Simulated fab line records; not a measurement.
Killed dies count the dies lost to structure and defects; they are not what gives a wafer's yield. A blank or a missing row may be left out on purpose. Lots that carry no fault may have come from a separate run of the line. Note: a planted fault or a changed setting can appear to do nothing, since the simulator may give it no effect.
Comparing a struck lot with a sound one	flow gf180mcu	14 steps out of a route of 602
Sound: wafers L449.1, L449.2, L449.6. Wafers L443.3, L443.4, L443.6 were the ones struck. The cause comes at the end.
Each step with rows lists, per side, the tool, then ch with its chambers, then its first start. Under that, the readings that differ: sound wafers	struck wafers	difference of the means	sigmas: that difference in standard deviations of wafers without a fault.
alike: a reading whose means differ by less than 2 such deviations, as well as words and numbers matching on both sides. not compared: withheld readings; readings where some wafer has no value; bounds like >300 that might hide an equal value; numbers whose values overlap and for which the record gives no deviation.
Wherever a step has rows on one side only, a row that says differs or no value, or a row with sigmas, the two part there. Non-overlapping numbers with no deviation appear without sigmas and do not part them. Lack of a reading on every wafer of one side parts them only where that side has two or more wafers.

GF_HV_LDD_RS_MEAS_53: a four-point-probe measurement.
  struck on filmMetro-01, day 15 06:13; sound on filmMetro-04, day 17 08:43
  alike: HV_LDD_RS
then, 1 step without rows for these wafers: GF_HV_LDD_CVD_54 (deposits SiO2 from TEOS, target thk 10 nm, time 75 s).
GF_HV_LDD_THK_MEAS_55:
  struck on filmMetro-03, day 15 07:21; sound on filmMetro-03, day 17 10:35
  alike: HV_LDD_CVD_54_THK
then, 1 step without rows for these wafers: GF_HV_LDD_CVD_56 (deposits Si3N4 from DCS/NH3, target thk 90 nm, time 1543 s).
GF_HV_LDD_THK_MEAS_57:
  struck on filmMetro-01, day 15 09:12; sound on filmMetro-01, day 17 12:04
  alike: HV_LDD_CVD_56_THK
GF_HV_LDD_ETCHBACK_58: etches Si3N4 in CH3F/O2, stops on SiO2, time 100 s, target depth 90 nm.
  sound on rieDiel-01 ch 0,3, day 17 12:08; struck on rieDiel-04 ch 0,3, day 15 09:14
  alike: drypumpMotorCurrentA, oesProductAu, throttleValvePct
  not compared: rfHoursCounterH
then, 6 steps without rows for these wafers: GF_NSD_DEHYDRATE_00 (time 60 s); GF_NSD_HMDS_01 (prime time 60 s); GF_NSD_COAT_02 (resist thk 1000 nm); GF_NSD_SOFTBAKE_03 (time 60 s); GF_NSD_EXPOSE_04 (exposes mask Nplus, target cd 400 nm); GF_NSD_PEB_05.
GF_NSD_DEVELOP_06: develop time 60 s.
  sound on lithoTrack-01 ch 0, day 18 11:47; struck on lithoTrack-02 ch 0, day 16 07:33
GF_NSD_CD_MEAS_07: the cd target is 400 nm.
  struck on cdSem-01, day 16 07:59; sound on cdSem-02, day 18 11:56
reading	sound	struck	difference	sigmas
cdNm (nm)	397.3 397.6 397.1	280.3 280.1 282.4	-116.4	-47
  not compared: hold

WHERE THEY PART
Within this record, at GF_NSD_CD_MEAS_07 only.

WHY: what had been put in by the simulator
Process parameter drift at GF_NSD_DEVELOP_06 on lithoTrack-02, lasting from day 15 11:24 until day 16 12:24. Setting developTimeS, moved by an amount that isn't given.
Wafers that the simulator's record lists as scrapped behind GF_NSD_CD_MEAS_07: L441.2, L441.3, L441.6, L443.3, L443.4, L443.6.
